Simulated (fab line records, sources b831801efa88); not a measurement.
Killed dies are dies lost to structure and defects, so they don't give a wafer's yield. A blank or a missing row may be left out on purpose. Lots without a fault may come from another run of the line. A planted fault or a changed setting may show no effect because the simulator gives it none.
Chamber matching | flow sky130 | SKY_VIA2_CMP_02 on cmp-02: 4 sister chambers
The step polishes SiO2. 8 wafers are shown with their chamber, then 9 later ones without.

WAFERS WITH THEIR CHAMBER
wafer  | chamber | motor_current_A (A) | retaining_ring_pressure_frac
L075.4 | 3       | 11.4                | 1.008
L076.1 | 3       | 11.2                | 1.006
L082.4 | 0       | 13.2                | 0.994
L084.2 | 0       | 12.8                | 1.001
L084.4 | 1       | 12.4                | 1.004
L085.1 | 1       | 11.6                | 0.992
L085.4 | 2       | 10.8                | 0.997
L085.5 | 2       | 9.8                 | 1.004

WAFERS WITHOUT THEIR CHAMBER
wafer  | motor_current_A (A) | retaining_ring_pressure_frac
L087.3 | 11.0                | 1.008
L087.4 | 11.9                | 1.000
L087.6 | 11.6                | 1.005
L090.2 | 12.2                | 0.995
L090.5 | 10.6                | 1.000
L090.6 | 11.9                | 1.005
L092.1 | 11.3                | 1.000
L092.3 | 10.6                | 0.993
L092.4 | 12.7                | 1.002

WHICH CHAMBER EACH WENT THROUGH
wafer  | from the rows above          | in truth
L087.3 | can't be placed: 3 or 2      | 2
L087.4 | can't be placed: 1 or 3 or 0 | 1
L087.6 | can't be placed: 3 or 1      | 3
L090.2 | can't be placed: 1 or 0      | 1
L090.5 | can't be placed: 2 or 3      | 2
L090.6 | can't be placed: 1 or 3 or 0 | 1
L092.1 | can't be placed: 3 or 1 or 2 | 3
L092.3 | can't be placed: 2 or 3 or 1 | 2
L092.4 | can't be placed: 0 or 1      | 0
Placed correctly: 0 of 9. Can't be placed from these rows: 9 (the true chamber is among the candidates in 9). Placed wrongly: 0.
How it was worked out, from the rows above alone: a wafer's distance from a chamber is the root of the sum, over the readings, of the square of ((its reading less the chamber's mean) divided by the reading's scatter). The wafer belongs to the nearest chamber; if the next one is less than 2 further off, it can't be placed. A chamber's mean is the mean of its shown wafers. The scatter: the root of (the sum of the squares of (reading less its chamber's mean) over the shown wafers, divided by (wafers less chambers)).
